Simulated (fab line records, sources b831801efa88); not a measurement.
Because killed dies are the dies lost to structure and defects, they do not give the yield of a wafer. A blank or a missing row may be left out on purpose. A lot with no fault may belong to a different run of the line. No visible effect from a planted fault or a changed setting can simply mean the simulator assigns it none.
fab line records	flow sky130
[record] lots = 14	wafers = 42	lastDay = 50
route steps=708 shown VIA2@510 CAPM@539 PASSIVATION@692 PAD_OPEN@694
lots untouched by any fault: they come from a run of this same line in which no faults occurred
startH: the number of hours between the record's first day and the start of the first shown wafer of the lot	waitH: time in hours since the lot's previous step	" unchanged from the row above	L1.1+2: a row that stands for several wafers	- no value, or no start was given	* or withheld: withheld	< > ~ a bound
route shown NAME@n: a module of which the file shows steps, and the number in the route of the first	usual: mean/standard deviation taken from wafers without a fault	same: alike in all rows	chamber/n: place in a boat	sites: the reading at each site	_std_site: the standard deviation of these	_edge_site: outer sites' mean less inner sites'	radiusMm: for every site, how far away it sits from the centre of the wafer	mask NAME#n: copy n	behind: the most recent tool/chamber to have shaped the wafer	hold: reason for holding the lot/hours on hold/outcome of the hold	device: whichever transistor did not switch (one of n, p or np)	end of line: the tests these same wafers got at the end of their route	a step with no rows: only its recipe	killed: dies lost to structure and defects at the first sort, not the wafer's yield	map: shows each die of a wafer: x if killed, . if not, _ if none is there
set.NAME: the setting that was run; set.NAME@STEP: the one run at that earlier step	model.NAME: the simulator's own value behind a step, which no gauge read
route steps across a sampled set of lots; one table per step, one row per wafer
services: from which hour (startH, from the record's first day; less than 0 if before it) a tool's chamber was out of use, for how many hours, and why
[[steps]]
[step SKY_VIA2_BOW_MEAS_03]
[recipe] mode = bow
[usual] VIA2_BOW = 86/7.8
lot.wafer	tool	chamber	startH	waitH	VIA2_BOW[um]
L648.4	filmMetro-01	-	854.36	0.2	72
L648.5	"	-	"	"	96
L648.6	"	-	"	"	88
L651.1	filmMetro-02	-	873.92	0.2	90
L651.5	"	-	"	"	90
L651.6	"	-	"	"	81
L649.2	filmMetro-03	-	876.98	0.3	76
L649.4	"	-	"	"	85
L649.5	"	-	"	"	83
L652.3	filmMetro-03	-	881.51	0.2	79
L652.4	"	-	"	"	91
L652.6	"	-	"	"	76
L654.2	filmMetro-02	-	901.99	0.3	80
L654.4	"	-	"	"	91
L654.6	"	-	"	"	87
L656.2	filmMetro-01	-	915.55	0.2	94
L656.4	"	-	"	"	90
L656.5	"	-	"	"	86
L658.2	filmMetro-01	-	917.28	0.2	78
L658.3	"	-	"	"	68
L658.6	"	-	"	"	75
L661.1	filmMetro-01	-	949.54	0.2	75
L661.3	"	-	"	"	96
L661.6	"	-	"	"	88
L662.3	filmMetro-01	-	951.76	0.2	89
L662.5	"	-	"	"	88
L662.6	"	-	"	"	96
L663.2	filmMetro-02	-	962.91	0.3	77
L663.5	"	-	"	"	76
L663.6	"	-	"	"	79
L665.1	filmMetro-01	-	970.70	0.1	93
L665.4	"	-	"	"	101
L665.5	"	-	"	"	96
L666.1	filmMetro-03	-	972.70	0.2	87
L666.5	"	-	"	"	79
L666.6	"	-	"	"	78
L667.2	filmMetro-02	-	984.36	0.2	83
L667.4	"	-	"	"	82
L667.5	"	-	"	"	83
L668.3	filmMetro-03	-	988.83	0.3	84
L668.4	"	-	"	"	80
L668.5	"	-	"	"	75
[step SKY_VIA2_SPUTTER_20]
[recipe] material = TiN	targetThkNm = 20	chamberPressurePa = 5	powerW = 4000	timeS = 80
[usual] throttleValvePct = 30.2/1.1
lot.wafer	tool	chamber	startH	waitH	throttleValvePct
L648.4	pvdSputter-02	-	881.07	0.0	31.1
L648.5	"	-	"	"	29.9
L648.6	"	-	"	"	30.1
L651.1	pvdSputter-01	-	900.17	0.0	31.4
L651.5	"	-	"	"	28.7
L651.6	"	-	"	"	30.8
L649.2	pvdSputter-01	-	903.18	0.0	29.6
L649.4	"	-	"	"	31.2
L649.5	"	-	"	"	30.4
L652.3	pvdSputter-04	-	907.53	0.0	30.7
L652.4	"	-	"	"	29.1
L652.6	"	-	"	"	32.6
L654.2	pvdSputter-04	-	927.69	0.0	29.7
L654.4	"	-	"	"	32.6
L654.6	"	-	"	"	29.5
L656.2	pvdSputter-02	-	941.48	0.0	31.0
L656.4	"	-	"	"	28.5
L656.5	"	-	"	"	30.1
L658.2	pvdSputter-04	-	943.08	0.0	29.2
L658.3	"	-	"	"	32.4
L658.6	"	-	"	"	29.9
L661.1	pvdSputter-02	-	974.49	0.0	30.2
L661.3	"	-	"	"	29.9
L661.6	"	-	"	"	29.8
L662.3	pvdSputter-04	-	976.44	0.0	29.2
L662.5	"	-	"	"	30.3
L662.6	"	-	"	"	29.7
L663.2	pvdSputter-04	-	987.38	0.0	29.0
L663.5	"	-	"	"	30.3
L663.6	"	-	"	"	29.7
L665.1	pvdSputter-04	-	995.30	0.0	29.6
L665.4	"	-	"	"	29.1
L665.5	"	-	"	"	29.7
L666.1	pvdSputter-02	-	995.41	0.0	28.8
L666.5	"	-	"	"	31.0
L666.6	"	-	"	"	28.5
L667.2	pvdSputter-04	-	1008.55	0.0	30.2
L667.4	"	-	"	"	29.6
L667.5	"	-	"	"	29.6
L668.3	pvdSputter-04	-	1012.88	0.0	32.6
L668.4	"	-	"	"	29.8
L668.5	"	-	"	"	30.2
[step SKY_CAPM_SPUTTER_02]
[recipe] material = TiN	targetThkNm = 200	tempC = 300	powerW = 6500	timeS = 166.7	chamberPressurePa = 0.4
[usual] susceptorTempC = 299.98/0.19	throttleValvePct = 30.1/1.2
lot.wafer	tool	chamber	startH	waitH	susceptorTempC	throttleValvePct
L648.4	pvdSputter-02	-	881.98	0.0	299.89	30.1
L648.5	"	-	"	"	300.06	29.6
L648.6	"	-	"	"	299.95	30.1
L651.1	pvdSputter-04	-	901.07	0.1	299.79	29.9
L651.5	"	-	"	"	300.15	29.4
L651.6	"	-	"	"	299.81	32.6
L649.2	pvdSputter-02	-	904.08	0.0	300.09	29.9
L649.4	"	-	"	"	299.82	30.8
L649.5	"	-	"	"	299.85	30.2
L652.3	pvdSputter-04	-	908.43	0.0	299.88	30.2
L652.4	"	-	"	"	300.03	32.8
L652.6	"	-	"	"	300.30	32.4
L654.2	pvdSputter-02	-	928.60	0.0	299.65	28.6
L654.4	"	-	"	"	299.85	30.0
L654.6	"	-	"	"	300.08	28.7
L656.2	pvdSputter-02	-	942.39	0.0	300.29	28.8
L656.4	"	-	"	"	300.09	30.8
L656.5	"	-	"	"	299.65	30.3
L658.2	pvdSputter-02	-	943.99	0.0	300.09	29.9
L658.3	"	-	"	"	300.21	31.2
L658.6	"	-	"	"	299.98	28.4
L661.1	pvdSputter-02	-	975.40	0.1	300.08	31.0
L661.3	"	-	"	"	299.81	30.1
L661.6	"	-	"	"	299.90	31.4
L662.3	pvdSputter-02	-	977.34	0.0	299.89	29.8
L662.5	"	-	"	"	300.25	31.3
L662.6	"	-	"	"	300.06	30.0
L663.2	pvdSputter-04	-	988.29	0.0	299.92	28.9
L663.5	"	-	"	"	300.04	32.5
L663.6	"	-	"	"	300.41	29.1
L665.1	pvdSputter-04	-	996.21	0.1	300.16	29.6
L665.4	"	-	"	"	300.04	32.7
L665.5	"	-	"	"	300.44	29.8
L666.1	pvdSputter-02	-	996.32	0.1	299.73	31.1
L666.5	"	-	"	"	299.73	29.5
L666.6	"	-	"	"	299.87	28.6
L667.2	pvdSputter-04	-	1009.46	0.0	300.18	32.4
L667.4	"	-	"	"	300.16	28.9
L667.5	"	-	"	"	299.88	29.7
L668.3	pvdSputter-04	-	1013.83	0.0	300.12	30.3
L668.4	"	-	"	"	299.61	29.5
L668.5	"	-	"	"	299.75	29.0
[step SKY_PASSIVATION_ETCH_11]
[recipe] chemistry = CF4/O2	targetDepthNm = 725	stopOn = AlCu	sourceW = 800	biasW = 150	pressureMtorr = 150	cf4FlowSccm = 80	O2_flow_sccm = 10	timeS = 161.1
[usual] O2_flow_sccm = 10.001/0.03	biasW = 150.0/0.47	drypumpMotorCurrentA = 5.9/0.44	oesProductAu = 0.974/0.0074	throttleValvePct = 5.963/0.0093
lot.wafer	tool	chamber	startH	waitH	O2_flow_sccm	biasW	drypumpMotorCurrentA	oesProductAu	rfHoursCounterH	throttleValvePct
L648.4	rieDiel-04	2	1087.34	-	9.987	149.6	5.3	0.980	-	5.961
L648.5	"	0	"	"	10.033	149.6	5.9	0.974	-	5.967
L648.6	"	3	"	"	10.000	149.7	6.0	0.984	-	5.962
L651.1	rieDiel-02	1	1094.03	-	9.992	149.2	6.5	0.980	11	5.965
L651.5	"	3	"	"	10.004	150.5	5.2	0.978	-	5.971
L651.6	"	0	"	"	10.007	150.7	5.8	0.981	-	5.973
L649.2	rieDiel-03	0	1103.98	-	9.967	150.9	5.2	0.980	14	5.988
L649.4	"	2	"	"	9.990	148.8	5.8	0.984	3	5.946
L649.5	"	0	"	"	9.997	150.0	5.2	0.985	-	5.972
L652.3	rieDiel-02	3	1104.18	-	10.038	150.5	5.2	0.973	17	5.958
L652.4	"	2	"	"	9.961	149.8	6.2	0.981	12	5.956
L652.6	"	2	"	"	10.020	150.3	6.3	0.979	-	5.956
L654.2	rieDiel-03	1	1116.18	-	9.975	150.0	6.3	0.978	26	5.966
L654.4	"	0	"	"	9.987	150.1	5.3	0.972	14	5.956
L654.6	"	2	"	"	10.018	150.7	5.7	0.986	-	5.966
L656.2	rieDiel-04	2	1132.08	-	-	-	-	-	-	-
L656.4	"	1	"	"	-	-	-	-	-	-
L656.5	"	1	"	"	-	-	-	-	-	-
L658.2	rieDiel-03	0	1132.88	-	-	-	-	-	-	-
L658.3	"	1	"	"	-	-	-	-	-	-
L658.6	"	0	"	"	-	-	-	-	-	-
L661.1	rieDiel-03	2	1155.53	-	10.023	149.2	5.8	0.977	5	5.963
L661.3	"	3	"	"	10.042	149.7	6.5	0.986	11	5.958
L661.6	"	1	"	"	9.969	150.0	6.2	0.989	-	5.979
L662.3	rieDiel-02	3	1156.94	-	10.042	149.5	5.2	0.969	19	5.957
L662.5	"	3	"	"	10.057	150.3	5.2	0.972	-	5.961
L662.6	"	2	"	"	10.008	150.1	6.3	0.976	-	5.968
L663.2	rieDiel-03	3	1160.98	-	9.974	149.7	6.5	0.964	11	5.955
L663.5	"	1	"	"	9.988	150.7	6.2	0.975	-	5.955
L663.6	"	0	"	"	10.044	150.5	5.2	0.978	-	5.971
L665.1	rieDiel-02	2	1168.19	-	9.926	150.7	6.3	0.962	14	5.967
L665.4	"	0	"	"	9.992	149.5	5.9	0.979	25	5.967
L665.5	"	2	"	"	9.959	150.1	6.3	0.974	-	5.967
L666.1	rieDiel-03	0	1169.78	-	9.980	150.2	5.3	0.982	16	5.964
L666.5	"	0	"	"	10.010	150.9	5.3	0.978	-	5.980
L666.6	"	3	"	"	10.033	150.4	6.5	0.980	-	5.949
L667.2	rieDiel-04	2	1178.83	-	9.975	149.5	5.3	0.974	20	5.949
L667.4	"	3	"	"	10.037	149.9	6.0	0.976	19	5.967
L667.5	"	3	"	"	10.055	149.9	6.0	0.973	-	5.969
L668.3	rieDiel-02	2	1182.13	-	9.998	149.4	6.2	0.970	15	5.967
L668.4	"	0	"	"	9.961	150.0	5.8	0.985	26	5.958
L668.5	"	3	"	"	10.018	149.6	5.2	0.987	-	5.966
[step SKY_PASSIVATION_STRIP_12]
[recipe] chemistry = O2/N2	powerW = 1400	pressureMtorr = 1500	platenTempC = withheld	overashFraction = 0.7	o2FlowSccm = 3000	n2FlowSccm = 300
[usual] drypumpMotorCurrentA = 5.7/0.47	oesProductAu = 0.660/0.0046	stripTimeToEndpointS = 31.56/0.12
lot.wafer	tool	chamber	startH	waitH	drypumpMotorCurrentA	oesProductAu	rfHoursCounterH	stripTimeToEndpointS
L648.4	plasmaAsher-04	1	1087.42	0.0	5.8	0.666	-	31.49
L648.5	"	0	"	"	5.4	0.659	-	31.44
L648.6	"	1	"	"	5.8	0.663	-	31.55
L651.1	plasmaAsher-02	0	1094.14	0.1	5.5	0.655	3	31.60
L651.5	"	1	"	"	4.8	0.661	-	31.70
L651.6	"	0	"	"	5.5	0.666	-	31.70
L649.2	plasmaAsher-04	1	1104.09	0.1	5.8	0.657	70	31.59
L649.4	"	1	"	"	5.7	0.664	-	31.46
L649.5	"	1	"	"	5.8	0.667	-	31.56
L652.3	plasmaAsher-01	1	1104.32	0.1	6.1	0.661	-	31.82
L652.4	"	0	"	"	6.3	0.665	-	31.78
L652.6	"	1	"	"	6.1	0.657	-	31.75
L654.2	plasmaAsher-01	0	1116.29	0.1	6.3	0.657	32	31.43
L654.4	"	0	"	"	6.3	0.650	-	31.58
L654.6	"	1	"	"	6.1	0.653	-	31.53
L656.2	plasmaAsher-04	1	1132.19	0.1	5.8	0.667	72	36.99
L656.4	"	0	"	"	5.4	0.664	-	37.03
L656.5	"	1	"	"	5.8	0.665	-	37.05
L658.2	plasmaAsher-04	0	1132.99	0.1	5.4	0.663	72	36.96
L658.3	"	0	"	"	5.4	0.659	-	36.80
L658.6	"	0	"	"	5.4	0.670	-	37.00
L661.1	plasmaAsher-02	1	1155.63	0.1	4.7	0.665	9	31.56
L661.3	"	0	"	"	5.4	0.653	-	31.83
L661.6	"	0	"	"	5.4	0.658	-	31.55
L662.3	plasmaAsher-01	0	1157.07	0.1	6.3	0.661	-	31.62
L662.5	"	1	"	"	6.1	0.657	-	31.66
L662.6	"	0	"	"	6.3	0.654	-	31.63
L663.2	plasmaAsher-02	1	1161.09	0.1	4.8	0.656	9	31.46
L663.5	"	1	"	"	4.8	0.655	-	31.50
L663.6	"	0	"	"	5.4	0.671	-	31.50
L665.1	plasmaAsher-04	1	1168.29	0.1	5.8	0.656	75	31.46
L665.4	"	0	"	"	5.4	0.656	-	31.58
L665.5	"	0	"	"	5.4	0.663	-	31.42
L666.1	plasmaAsher-04	0	1169.88	0.1	5.4	0.659	76	31.54
L666.5	"	0	"	"	5.4	0.666	-	31.61
L666.6	"	1	"	"	5.8	0.663	-	31.58
L667.2	plasmaAsher-02	1	1178.94	0.1	4.7	0.666	11	31.48
L667.4	"	0	"	"	5.5	0.660	-	31.66
L667.5	"	1	"	"	4.7	0.666	-	31.69
L668.3	plasmaAsher-04	1	1182.27	0.1	5.8	0.658	-	31.50
L668.4	"	0	"	"	5.4	0.658	-	31.64
L668.5	"	0	"	"	5.4	0.667	-	31.65
[step SKY_PAD_OPEN_DEHYDRATE_00]
[recipe] tempC = 200	timeS = 59.14
[usual] resistLineTempC = 23.02/0.1
lot.wafer	tool	chamber	startH	waitH	resistLineTempC
L648.4	lithoTrack-02	0	1094.79	7.3	23.03
L648.5	"	0	"	"	23.01
L648.6	"	0	"	"	23.20
L651.1	lithoTrack-01	0	1103.08	8.9	22.99
L651.5	"	0	"	"	22.92
L651.6	"	0	"	"	22.90
L649.2	lithoTrack-01	0	1113.50	9.4	22.94
L649.4	"	0	"	"	23.07
L649.5	"	0	"	"	22.90
L652.3	lithoTrack-02	0	1113.87	9.5	23.09
L652.4	"	0	"	"	22.93
L652.6	"	0	"	"	22.97
L654.2	lithoTrack-04	0	1126.56	10.2	22.97
L654.4	"	0	"	"	22.99
L654.6	"	0	"	"	23.07
L661.1	lithoTrack-04	0	1161.39	5.7	23.40
L661.3	"	0	"	"	23.28
L661.6	"	0	"	"	23.29
L662.3	lithoTrack-02	0	1162.72	5.6	23.01
L662.5	"	0	"	"	23.06
L662.6	"	0	"	"	22.85
L663.2	lithoTrack-02	0	1169.34	8.2	22.89
L663.5	"	0	"	"	23.01
L663.6	"	0	"	"	22.94
L665.1	lithoTrack-02	0	1176.22	7.9	22.89
L665.4	"	0	"	"	22.96
L665.5	"	0	"	"	23.06
L666.1	lithoTrack-02	0	1177.52	7.6	22.94
L666.5	"	0	"	"	23.24
L666.6	"	0	"	"	23.08
L667.2	lithoTrack-02	0	1186.64	7.7	22.93
L667.4	"	0	"	"	23.01
L667.5	"	0	"	"	22.95
L668.3	lithoTrack-01	0	1190.83	8.5	22.88
L668.4	"	0	"	"	23.06
L668.5	"	0	"	"	22.95
[[services]]
tool	chamber	startH	hours	kind
rieDiel-02	-	860.32	0.8	repair
rieDiel-02	2	866.85	11.0	repair
pvdSputter-04	-	878.41	0.5	repair
rieDiel-02	2	881.82	2.3	repair
pvdSputter-02	-	891.42	2.8	repair
rieDiel-02	2	906.61	9.9	repair
rieDiel-03	0	951.11	7.4	repair
plasmaAsher-04	-	964.23	2.4	repair
pvdSputter-02	-	975.52	0.5	repair
rieDiel-03	0	984.84	8.3	repair
rieDiel-03	1	996.96	4.5	repair
rieDiel-02	1	1001.98	5.6	repair
pvdSputter-02	-	1011.14	3.4	repair
rieDiel-02	-	1036.24	0.4	repair
rieDiel-03	1	1042.63	2.8	repair
rieDiel-02	-	1067.59	14.6	pm
rieDiel-03	2	1083.15	14.0	repair
rieDiel-03	1	1096.97	5.1	repair
rieDiel-02	-	1105.66	2.8	pm
pvdSputter-04	-	1122.24	18.3	repair
rieDiel-02	2	1128.67	8.8	repair
rieDiel-02	-	1132.79	0.9	repair
pvdSputter-02	-	1144.05	1.5	repair
plasmaAsher-04	-	1148.64	4.3	pm
[[key]]
[firstSign] step = SKY_PASSIVATION_ETCH_11	reading = toolRecord	direction = missing
[effect] step = SKY_PASSIVATION_STRIP_12	reading = stripTimeToEndpointS	direction = up	sigmas = 44	usual = *	struck = *
[effect] step = SKY_PAD_OPEN_DEHYDRATE_00	reading = visit	direction = missing
metAt SKY_PASSIVATION_ETCH_11
struckLots L656,L658
laterRowsLeftOut L656.2,L656.4,L656.5,L658.2,L658.3,L658.6
sortLeftOut L656.2,L656.4,L656.5,L658.2,L658.3,L658.6
testerLeftOut L658
notActingAt SKY_VIA2_BOW_MEAS_03,SKY_VIA2_SPUTTER_20,SKY_CAPM_SPUTTER_02
onsetBetween 1116.18 1132.08
[earlierFault] kind = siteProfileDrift	tool = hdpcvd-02	chamber = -	onsetH = 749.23	steps = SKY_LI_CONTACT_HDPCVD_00	basis = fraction	maxAbsDrift = 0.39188	slopeSharePerHr = 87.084	sitePattern = 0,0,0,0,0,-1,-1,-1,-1
[fault] kind = skippedStepWhole	tool = rieDiel-03,rieDiel-04	chamber = -	onsetH = 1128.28	steps = SKY_PASSIVATION_ETCH_11	scope = struckLotsOnly
// testerLeftOut: of these lots the tester's yield and bins aren't shown, on N5 and GAA mostly nor the transistor test; their killed dies are dies lost to structure and defects alone, not to doping, threshold or leakage, so they don't give the yield
// sortLeftOut: the simulated sort isn't trusted on such a fault, so these wafers' sort isn't shown, and their yield isn't known
// laterRowsLeftOut: the simulator's readings of these wafers behind a module that went badly wrong aren't trusted and aren't shown, but for the sort
